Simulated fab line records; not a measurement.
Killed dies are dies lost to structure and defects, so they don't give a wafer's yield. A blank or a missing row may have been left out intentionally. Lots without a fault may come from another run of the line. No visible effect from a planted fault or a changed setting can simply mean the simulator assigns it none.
What tool caused it? | flow gf180mcu | at 1 step of a route of 602, 12 lots with 36 wafers sampled

== WHAT EACH GAUGE READ, for each wafer ==
GF_PSD_RS_MEAS_15: a four-point-probe measurement.
lot  | measured     | on            | PSD_RS (ohm/sq)
L075 | day 16 08:58 | film metro-01 | 108.5 108.5 108.6
L077 | day 17 02:08 | film metro-04 | 108.8 109.2 109.0
L079 | day 17 21:02 | film metro-04 | 108.4 108.4 108.1
L081 | day 18 08:25 | film metro-04 | 108.8 108.6 108.4
L083 | day 19 00:05 | film metro-01 | 108.7 108.7 108.8
L085 | day 19 14:47 | film metro-02 | 108.1 108.3 108.5
L087 | day 20 11:18 | film metro-04 | 108.8 108.6 108.8
L089 | day 20 23:07 | film metro-04 | 108.6 108.6 109.1
L091 | day 21 20:40 | film metro-02 | 108.3 108.7 108.4
L093 | day 22 07:00 | film metro-04 | 108.2 108.2 108.3
L095 | day 22 21:09 | film metro-01 | 109.0 108.8 109.1
L097 | day 23 07:13 | film metro-04 | 108.7 108.8 108.5

== WHAT TOOL EACH LOT RAN ON (gives the tool, then ch and the chambers of the sampled wafers, and finally the start) ==
The record shows no process step preceding these readings.

== THE ANSWER, worked out from the rows above alone ==
Rule: the lots themselves supply what counts as usual. The widest of any qualifying gaps counts: lots, ordered by their means at a reading, are off when they make up no more than a third of the lots, leave a main group of 4 or more, and stand apart from it by 3 or more times the standard deviation of that group's means. A main group whose means are all the same, to the digits that the tables above print for the reading, isn't used. Also off: a lot with no number at a reading for which 4 or more lots have one. The other lots that the step has rows for count as sound.
None of the lots is off at any reading shown; this tells nothing.

== WHAT THE SIMULATOR HAD INSERTED ==
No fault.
